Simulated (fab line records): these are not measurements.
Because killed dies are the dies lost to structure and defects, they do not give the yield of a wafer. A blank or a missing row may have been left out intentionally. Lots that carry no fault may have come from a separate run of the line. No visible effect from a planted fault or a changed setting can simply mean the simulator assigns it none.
A lot that was struck, set against a sound lot    flow sky130    15 out of 708 route steps
Sound: the wafers L356.1, L356.5, L356.6. Struck: wafers L364.2, L364.3, L364.5. Last of all comes the cause.
For every step that has rows: the tool of each side, followed by ch and its chambers, followed by its first start. Under that, the readings that differ: sound wafers    struck wafers    difference of the means    sigmas: that difference in standard deviations of wafers without a fault.
alike: a reading whose means differ by less than 2 such deviations, as well as words and numbers matching on both sides. not compared: withheld readings; readings where some wafer has no value; bounds like >300 that might hide an equal value; numbers whose values overlap and for which the record gives no deviation.
Wherever a step has rows on one side only, a row that says differs or no value, or a row with sigmas, the two part there. Numbers that don't overlap but have no deviation are shown without sigmas and don't part them. A reading that every wafer of one side lacks parts them only if that side has two wafers or more.

first, 2 steps without rows for these wafers: SKY_DNWELL_DEVELOP_06 (develop time 60 s); SKY_DNWELL_IMPLANT_07.
SKY_DNWELL_STRIP_08: strips in O2/N2.
  sound on plasma-asher-01 ch 0,1, day 3 21:20; struck on plasma-asher-02 ch 1, day 5 18:34
  alike: drypump-motor-current-A, oes-product-au, strip-time-to-endpoint-s
  not compared: rf-hours-counter-h
SKY_DNWELL_TW_MEAS_09:
  struck on film-metro-02, day 5 18:40; sound on film-metro-01, day 3 21:26
  alike: DNWELL_TW
then, 7 steps without rows for these wafers: SKY_PWDE_DEHYDRATE_00 (time 60 s); SKY_PWDE_HMDS_01 (prime time 60 s); SKY_PWDE_COAT_02 (resist thk 3000 nm); SKY_PWDE_SOFTBAKE_03; SKY_PWDE_EXPOSE_04 (exposes mask PWDEM, target cd 840 nm); SKY_PWDE_PEB_05; SKY_PWDE_DEVELOP_06 (develop time 60 s).
SKY_PWDE_OVL_MEAS_07:
  struck on overlay-01, day 6 13:28; sound on overlay-02, day 4 13:28
  alike: PWDE_OVL
SKY_PWDE_IMPLANT_08:
  sound on implanter-01 ch 0, day 4 13:30; struck on implanter-01 ch 0, day 6 13:31
reading                    sound                 struck                difference  sigmas
beam-energy-keV            149.93 149.90 149.96  139.54 139.49 139.50  -10.42      -99 or more
model.implant.rp-nm (nm)   446.7 446.7 446.7     413.9 413.9 413.9     -32.8       
model.implant.drp-nm (nm)  97.97 97.97 97.97     95.34 95.34 95.34     -2.63       
SKY_PWDE_STRIP_09: strips in O2/N2.
  sound on plasma-asher-03 ch 0,1, day 4 13:39; struck on plasma-asher-03 ch 0,1, day 6 13:39
  alike: drypump-motor-current-A, oes-product-au, strip-time-to-endpoint-s
  not compared: rf-hours-counter-h
-- the record jumps here: 42 days lie between the struck wafers' starts before and after (it left off in module PWDE and takes up again in module PAD_OPEN, whose first step shown is number 708 of the route) --
SKY_PAD_OPEN_PROBE_99:
  struck on prober-01, day 48 17:16; sound on prober-01, day 46 15:36
reading                                  sound                          struck                         difference  sigmas
model.etest.res_p_drift_20v.line-ohm-um  1.154e+04 1.153e+04 1.086e+04  1.273e+04 1.456e+04 1.304e+04  +2.133e+03  
model.etest.res_p_drift_20v.rs-ohm-sq    9643 9588 9007                 1.07e+04 1.222e+04 1.115e+04   +1.94e+03   
  alike: killed_at_M0_to_M3, killed_at_M4_up, killed-at-contacts, killed-at-front-end, killed-at-other, killed-dies, killed-open, killed-short

== WHERE THEY PART ==
SKY_PWDE_IMPLANT_08 only, going by this record. Later steps at which nothing parts them and some readings are alike: SKY_PWDE_STRIP_09, SKY_PAD_OPEN_PROBE_99.

WHY: whatever the simulator had introduced
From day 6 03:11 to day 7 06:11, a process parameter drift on implanter-01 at SKY_PWDE_IMPLANT_08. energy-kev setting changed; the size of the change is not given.
